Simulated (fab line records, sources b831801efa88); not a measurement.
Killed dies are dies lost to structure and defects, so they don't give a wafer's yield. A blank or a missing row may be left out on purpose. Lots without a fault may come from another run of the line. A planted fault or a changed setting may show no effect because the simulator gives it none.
Which tool did it? | flow sky130 | 24 lots, 72 wafers sampled, at 6 steps of a route of 708

WHAT THE GAUGES READ, wafer by wafer
SKY_PWDE_TW_MEAS_10.
lot  | measured    | on            | PWDE_TW
L074 | day 3 19:38 | film_metro-04 | 377 379 379
L075 | day 4 00:32 | film_metro-04 | 377 374 377
L076 | day 4 10:02 | film_metro-03 | 371 370 372
L077 | day 4 13:35 | film_metro-04 | 375 375 374
L078 | day 4 19:22 | film_metro-04 | 375 375 376
L079 | day 5 00:05 | film_metro-01 | 375 375 377
L080 | day 5 06:22 | film_metro-01 | 377 376 375
L081 | day 5 12:23 | film_metro-04 | 378 376 377
L082 | day 5 16:49 | film_metro-03 | 372 368 370
L083 | day 5 23:44 | film_metro-03 | 372 369 370
L084 | day 6 01:25 | film_metro-03 | 373 371 372
L085 | day 6 09:34 | film_metro-01 | 378 375 375
L086 | day 6 14:58 | film_metro-03 | 370 371 372
L087 | day 6 21:23 | film_metro-01 | 375 376 376
L088 | day 7 01:35 | film_metro-01 | 375 377 377
L089 | day 7 07:05 | film_metro-04 | 376 374 377
L090 | day 7 15:38 | film_metro-04 | 376 377 377
L091 | day 8 01:25 | film_metro-01 | 377 377 378
L092 | day 8 13:41 | film_metro-04 | 375 377 377
L093 | day 8 13:59 | film_metro-01 | 376 376 375
L095 | day 8 19:40 | film_metro-03 | 371 372 369
L094 | day 8 20:02 | film_metro-03 | 370 371 371
L096 | day 9 01:46 | film_metro-03 | 367 370 369
L097 | day 9 11:10 | film_metro-04 | 378 378 377

SKY_VT_ADJUST_PCH_TW_MEAS_10.
lot  | measured     | on            | VT_ADJUST_PCH_TW
L074 | day 10 06:10 | film_metro-04 | 144.3 143.4 143.4
L075 | day 10 13:08 | film_metro-04 | 143.4 144.1 143.2
L076 | day 11 01:10 | film_metro-04 | 143.3 143.2 144.2
L077 | day 11 05:32 | film_metro-04 | 143.7 143.0 143.3
L078 | day 11 16:11 | film_metro-02 | 141.4 142.6 140.9
L079 | day 11 21:08 | film_metro-04 | 143.2 143.5 143.8
L080 | day 12 03:42 | film_metro-04 | 143.5 143.5 143.0
L081 | day 12 13:26 | film_metro-04 | 143.6 142.7 142.6
L082 | day 12 18:35 | film_metro-01 | 143.4 144.1 143.9
L083 | day 13 08:10 | film_metro-04 | 142.7 143.7 143.2
L084 | day 13 08:29 | film_metro-04 | 143.6 142.6 142.0
L085 | day 13 17:34 | film_metro-02 | 142.0 142.1 142.4
L086 | day 14 04:14 | film_metro-02 | 140.9 141.6 142.1
L087 | day 14 10:47 | film_metro-02 | 142.5 142.3 142.2
L088 | day 14 18:11 | film_metro-04 | 144.2 143.8 144.5
L089 | day 15 03:20 | film_metro-04 | 143.2 143.1 143.2
L090 | day 15 12:13 | film_metro-04 | 143.1 143.2 142.3
L091 | day 16 01:37 | film_metro-02 | 141.4 141.6 141.8
L092 | day 16 17:30 | film_metro-02 | 141.5 142.0 141.9
L093 | day 16 18:15 | film_metro-02 | 141.7 141.1 141.8
L095 | day 17 00:44 | film_metro-02 | 142.9 142.6 142.7
L094 | day 17 03:05 | film_metro-02 | 142.4 142.3 141.9
L096 | day 17 11:25 | film_metro-01 | 143.2 143.1 142.4
L097 | day 17 23:17 | film_metro-02 | 143.3 142.8 143.0

SKY_SONOS_ONO_CD_MEAS_13: target cd 410 nm.
lot  | measured     | on        | cd_nm (nm)
L074 | day 12 11:48 | cd_sem-01 | 409.1 409.3 409.4
L075 | day 12 16:25 | cd_sem-02 | 410.0 413.6 412.4
L076 | day 13 08:26 | cd_sem-02 | 409.1 410.6 410.2
L077 | day 13 11:23 | cd_sem-02 | 409.0 408.3 407.8
L078 | day 14 02:15 | cd_sem-02 | 409.7 412.8 411.7
L079 | day 14 06:09 | cd_sem-02 | 412.5 409.6 410.6
L080 | day 14 13:42 | cd_sem-01 | 405.7 408.6 408.0
L081 | day 15 02:42 | cd_sem-01 | 407.9 409.9 407.1
L082 | day 15 04:44 | cd_sem-02 | 406.7 406.4 408.1
L083 | day 15 18:51 | cd_sem-01 | 412.1 411.3 411.8
L084 | day 15 19:30 | cd_sem-02 | 410.8 410.8 411.6
L085 | day 16 04:30 | cd_sem-01 | 410.1 409.2 408.4
L086 | day 16 18:32 | cd_sem-02 | 409.3 405.8 406.9
L087 | day 16 23:51 | cd_sem-02 | 408.8 411.9 409.3
L088 | day 17 07:16 | cd_sem-02 | 411.8 414.8 414.0
L089 | day 17 16:24 | cd_sem-02 | 409.8 410.5 410.0
L090 | day 18 04:30 | cd_sem-02 | 412.1 412.1 412.1
L091 | day 18 18:44 | cd_sem-01 | 409.8 407.4 409.0
L092 | day 19 10:18 | cd_sem-01 | 409.5 409.7 410.5
L093 | day 19 11:29 | cd_sem-02 | 413.3 408.2 409.7
L095 | day 19 17:15 | cd_sem-01 | 413.7 409.2 411.6
L094 | day 19 22:13 | cd_sem-01 | 410.0 409.9 409.5
L096 | day 20 06:33 | cd_sem-02 | 409.5 408.5 410.5
L097 | day 20 17:30 | cd_sem-02 | 410.9 409.9 409.5

SKY_GATE_OXIDE_OVL_MEAS_10.
lot  | measured     | on         | GATE_OXIDE_OVL (nm)
L074 | day 13 17:17 | overlay-01 | 1.3 1.9 2.2
L075 | day 13 22:24 | overlay-01 | 0.3 -0.1 -0.9
L076 | day 14 11:58 | overlay-01 | -0.4 -0.6 -0.4
L077 | day 14 14:50 | overlay-02 | -2.1 -0.5 -0.1
L078 | day 15 06:30 | overlay-02 | 0.4 0.9 -0.4
L079 | day 15 10:17 | overlay-01 | -0.6 1.2 -1.1
L080 | day 15 21:19 | overlay-01 | 1.6 -0.8 1.3
L081 | day 16 07:24 | overlay-01 | 2.3 1.2 -0.3
L082 | day 16 10:23 | overlay-01 | 0.3 1.0 0.3
L083 | day 17 00:48 | overlay-01 | 0.0 -0.4 -1.4
L084 | day 17 01:14 | overlay-01 | 1.6 0.0 0.2
L085 | day 17 10:48 | overlay-01 | -2.1 -1.1 -1.1
L086 | day 18 01:50 | overlay-02 | -2.3 -0.5 -2.2
L087 | day 18 06:59 | overlay-01 | 2.5 2.3 1.8
L088 | day 18 16:20 | overlay-02 | -2.4 -1.9 -1.1
L089 | day 19 01:20 | overlay-01 | 0.5 2.0 0.3
L090 | day 19 13:02 | overlay-02 | -1.9 0.2 -2.0
L091 | day 20 04:03 | overlay-01 | 0.0 0.0 -0.5
L092 | day 20 18:50 | overlay-02 | -3.1 -1.1 -1.7
L093 | day 20 19:56 | overlay-01 | 0.5 0.1 0.4
L095 | day 21 01:11 | overlay-02 | -1.8 -1.1 -3.1
L094 | day 21 06:44 | overlay-02 | 0.0 1.5 -0.1
L096 | day 21 14:44 | overlay-01 | 0.8 0.3 -0.5
L097 | day 22 01:39 | overlay-01 | 1.7 2.3 2.2

SKY_LDD_P_OVL_MEAS_08.
lot  | measured     | on         | LDD_P_OVL (nm)
L074 | day 18 17:34 | overlay-01 | 0.7 0.2 0.3
L075 | day 18 23:15 | overlay-02 | 0.0 -0.3 -2.4
L076 | day 19 18:25 | overlay-02 | -2.7 -3.7 -3.1
L077 | day 19 23:09 | overlay-02 | -0.2 1.7 0.8
L078 | day 20 16:54 | overlay-01 | -0.5 0.0 0.7
L079 | day 20 20:21 | overlay-02 | 0.6 1.7 0.8
L080 | day 21 07:50 | overlay-02 | 0.9 0.9 1.9
L081 | day 21 16:06 | overlay-02 | -1.5 -2.2 -2.4
L082 | day 21 22:10 | overlay-02 | -1.1 -0.8 -0.6
L083 | day 22 12:15 | overlay-01 | 1.4 1.7 0.9
L084 | day 22 13:30 | overlay-01 | 1.1 0.8 1.3
L085 | day 23 00:41 | overlay-02 | 0.9 0.3 0.9
L086 | day 23 12:42 | overlay-01 | -1.2 -0.3 -0.2
L087 | day 23 18:42 | overlay-02 | -0.3 -0.4 0.6
L088 | day 24 01:40 | overlay-02 | -0.1 -0.6 -0.2
L089 | day 24 13:09 | overlay-01 | -0.5 1.8 0.8
L090 | day 24 23:07 | overlay-01 | 0.8 2.7 1.5
L091 | day 25 12:17 | overlay-02 | -0.6 -1.2 -1.3
L092 | day 26 05:05 | overlay-02 | -0.5 -1.4 -2.6
L093 | day 26 03:39 | overlay-01 | 0.0 0.6 -0.2
L095 | day 26 08:58 | overlay-02 | -0.4 -0.9 -0.2
L094 | day 26 15:44 | overlay-02 | -1.2 -1.4 -1.1
L096 | day 26 20:54 | overlay-02 | -1.2 -0.5 -1.1
L097 | day 27 09:09 | overlay-02 | -2.0 -1.6 -2.4

WHICH TOOL RAN EACH LOT (tool, then ch and the chambers of the sampled wafers, then the start)
lot  | SKY_POLY_GATE_ETCH_15
L074 | rie_diel-03 ch 0,1,3, day 16 04:38
L075 | rie_diel-02 ch 0,2, day 16 09:39
L076 | rie_diel-02 ch 2,3, day 17 01:05
L077 | rie_diel-01 ch 1,2, day 17 06:16
L078 | rie_diel-01 ch 1,2, day 17 23:17
L079 | rie_diel-03 ch 1,2,3, day 18 04:40
L080 | rie_diel-01 ch 0,1,2, day 18 14:11
L081 | rie_diel-01 ch 0,2,3, day 18 22:47
L082 | rie_diel-01 ch 0,1,2, day 19 05:13
L083 | rie_diel-01 ch 0,1, day 19 19:35
L084 | rie_diel-02 ch 0,1,2, day 19 20:23
L085 | rie_diel-03 ch 0,3, day 20 06:53
L086 | rie_diel-03 ch 0,1,3, day 20 21:02
L087 | rie_diel-01 ch 1,3, day 21 03:34
L088 | rie_diel-01 ch 2,3, day 21 10:29
L089 | rie_diel-02 ch 0,2, day 21 20:46
L090 | rie_diel-03 ch 0,1,2, day 22 07:13
L091 | rie_diel-01 ch 0,2,3, day 22 21:58
L092 | rie_diel-01 ch 1,2, day 23 14:05
L093 | rie_diel-03 ch 0,2,3, day 23 14:26
L095 | rie_diel-02 ch 0,2,3, day 23 19:05
L094 | rie_diel-03 ch 1,2,3, day 24 00:50
L096 | rie_diel-03 ch 1,2, day 24 07:44
L097 | rie_diel-03 ch 1,3, day 24 19:35
- SKY_POLY_GATE_ETCH_15: etches BARC in N2/H2, stops on SiO2, time 118.5 s, target depth 110 nm.

WHAT THE TOOLS THEMSELVES READ (means of the sampled wafers that have a number; where no wafer has one, the mark that the record gives instead)
SKY_POLY_GATE_ETCH_15.
lot  | tool        | bias_w (W) | chamber_pressure_mTorr (mTorr) | drypump_motor_current_A (A) | oes_product_au (a.u.) | throttle_valve_pct (%)
L074 | rie_diel-03 | 99.88      | 30.014                         | 6.01                        | 0.714                 | 13.214
L075 | rie_diel-02 | 99.98      | 30.031                         | 5.78                        | 0.716                 | 13.214
L076 | rie_diel-02 | 100.10     | 30.013                         | 6.05                        | 0.715                 | 13.203
L077 | rie_diel-01 | 99.86      | 30.001                         | 5.76                        | 0.716                 | 13.212
L078 | rie_diel-01 | 100.11     | 30.036                         | 5.96                        | 0.712                 | 13.209
L079 | rie_diel-03 | 100.13     | 30.010                         | 6.18                        | 0.717                 | 13.219
L080 | rie_diel-01 | 99.93      | 29.981                         | 5.80                        | 0.717                 | 13.206
L081 | rie_diel-01 | 100.27     | 30.034                         | 5.84                        | 0.716                 | 13.221
L082 | rie_diel-01 | 100.00     | 30.011                         | 5.80                        | 0.714                 | 13.212
L083 | rie_diel-01 | 100.11     | 29.993                         | 6.00                        | 0.718                 | 13.220
L084 | rie_diel-02 | 99.76      | 30.010                         | 5.78                        | 0.714                 | 13.218
L085 | rie_diel-03 | 99.87      | 29.982                         | 5.92                        | 0.721                 | 13.217
L086 | rie_diel-03 | 100.30     | 30.009                         | 6.04                        | 0.714                 | 13.218
L087 | rie_diel-01 | 99.73      | 29.966                         | 6.21                        | 0.717                 | 13.225
L088 | rie_diel-01 | 100.13     | 29.979                         | 5.80                        | 0.711                 | 13.213
L089 | rie_diel-02 | 99.92      | 29.990                         | 5.74                        | 0.717                 | 13.206
L090 | rie_diel-03 | 99.88      | 29.980                         | 6.14                        | 0.717                 | 13.206
L091 | rie_diel-01 | 100.34     | 29.984                         | 5.83                        | 0.717                 | 13.210
L092 | rie_diel-01 | 100.17     | 29.987                         | 5.80                        | 0.714                 | 13.209
L093 | rie_diel-03 | 100.17     | 30.000                         | 6.09                        | 0.713                 | 13.211
L095 | rie_diel-02 | 100.24     | 29.988                         | 6.03                        | 0.719                 | 13.223
L094 | rie_diel-03 | 99.77      | 29.996                         | 6.20                        | 0.710                 | 13.208
L096 | rie_diel-03 | 99.92      | 30.000                         | 6.25                        | 0.716                 | 13.219
L097 | rie_diel-03 | 100.00     | 30.020                         | 6.06                        | 0.723                 | 13.214

THE ANSWER, worked out from the rows above alone
Rule: what is usual is taken from the lots themselves. Put in order of their means at a reading, lots are off if they are a third of the lots or fewer, leave a main group of 4 or more, and stand apart from it by a gap of 3 or more times the standard deviation of the main group's means; of several such gaps the widest counts. A main group whose means are all the same, to the digits that the tables above print for the reading, isn't used. A lot without any number at a reading at which 4 lots or more have one is off too. The other lots that the step has rows for count as sound. The gauges are gone through in route order, then the tools' own readings, and for those a lot's mean is taken as printed above. The first step at which some lot is off is used, and at that step the reading that is off furthest; a lot without a number counts as furthest.
No lot is off at any reading shown: from this, nothing can be told.

WHAT THE SIMULATOR HAD PUT IN
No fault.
